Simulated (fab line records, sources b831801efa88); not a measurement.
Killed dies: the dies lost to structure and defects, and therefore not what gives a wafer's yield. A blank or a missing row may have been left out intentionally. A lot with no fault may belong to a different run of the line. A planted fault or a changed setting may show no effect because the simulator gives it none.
Matching of chambers + flow sky130 + 4 sister chambers for SKY_VIA4_CMP_21 on cmp-01
The step polishes, stops on SiO2, t overpolish 25 s, target thk 0 nm. 16 wafers are shown with their chamber, then 8 later ones without.

## WAFERS WITH THEIR CHAMBER
| wafer  | chamber | overpolish_run_s (s) | time_to_endpoint_s (s) | motor_current_A (A) |
|--------|---------|----------------------|------------------------|---------------------|
| L163.1 | 1       | 25.002               | 114                    | 10.1                |
| L163.4 | 3       | 25.009               | 110                    | 10.3                |
| L163.6 | 1       | 24.989               | 113                    | 10.0                |
| L169.1 | 0       | 25.015               | 120                    | 10.6                |
| L169.2 | 3       | 25.008               | 122                    | 10.1                |
| L169.5 | 1       | 25.002               | 124                    | 10.7                |
| L168.1 | 2       | 24.998               | 124                    | 9.7                 |
| L168.5 | 1       | 24.992               | 127                    | 10.3                |
| L168.6 | 2       | 24.999               | 128                    | 9.8                 |
| L175.1 | 2       | 25.002               | 126                    | 10.2                |
| L175.2 | 3       | 25.015               | 114                    | 9.7                 |
| L175.4 | 0       | 25.000               | 123                    | 10.1                |
| L176.2 | 2       | 24.996               | 129                    | 10.3                |
| L176.4 | 0       | 25.008               | 127                    | 9.8                 |
| L176.5 | 3       | 25.018               | 126                    | 9.9                 |
| L182.1 | 3       | 24.994               | 118                    | 10.0                |

SIGNATURES, as means of the wafers listed above
| reading            | chamber 0 | chamber 1 | chamber 2 | chamber 3 | scatter within a chamber |
|--------------------|-----------|-----------|-----------|-----------|--------------------------|
| overpolish_run_s   | 25.00767  | 24.99625  | 24.99875  | 25.00880  | 0.00714                  |
| time_to_endpoint_s | 123.33    | 119.50    | 126.75    | 118.00    | 5.39                     |
| motor_current_A    | 10.167    | 10.275    | 10.000    | 10.000    | 0.299                    |
Rule: distance of a wafer from a chamber = root of the sum over the readings of ((wafer's reading minus chamber's mean) / reading's scatter) squared. If the next closest chamber is less than 2 further off than the closest, the wafer can't be placed; otherwise it belongs to the closest. The scatter: the root of (the sum of the squares of (reading less its chamber's mean) over the shown wafers, divided by (wafers less chambers)).

## WAFERS MISSING THEIR CHAMBER
| wafer  | overpolish_run_s (s) | time_to_endpoint_s (s) | motor_current_A (A) |
|--------|----------------------|------------------------|---------------------|
| L182.4 | 24.997               | 128                    | 10.6                |
| L182.6 | 25.004               | 126                    | 10.7                |
| L184.1 | 24.994               | 133                    | 9.6                 |
| L184.2 | 24.992               | 122                    | 9.9                 |
| L184.3 | 24.990               | 130                    | 10.6                |
| L185.4 | 25.010               | 119                    | 10.0                |
| L185.5 | 25.012               | 126                    | 10.3                |
| L185.6 | 24.996               | 128                    | 10.0                |

## EACH ONE'S CHAMBER
| wafer  | from the rows above               | in truth |
|--------|-----------------------------------|----------|
| L182.4 | can't be placed: 1 or 2 or 0 or 3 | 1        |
| L182.6 | can't be placed: 0 or 1 or 2 or 3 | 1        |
| L184.1 | can't be placed: 2 or 0 or 1 or 3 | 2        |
| L184.2 | can't be placed: 2 or 1 or 0 or 3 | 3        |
| L184.3 | can't be placed: 1 or 2 or 0 or 3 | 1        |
| L185.4 | can't be placed: 3 or 0 or 2 or 1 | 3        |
| L185.5 | can't be placed: 0 or 3 or 2 or 1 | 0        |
| L185.6 | can't be placed: 2 or 1 or 0      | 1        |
Correctly placed: 0 of 8. These rows do not allow placing 8 (true chamber among the candidates in 8). Number placed wrongly: 0.
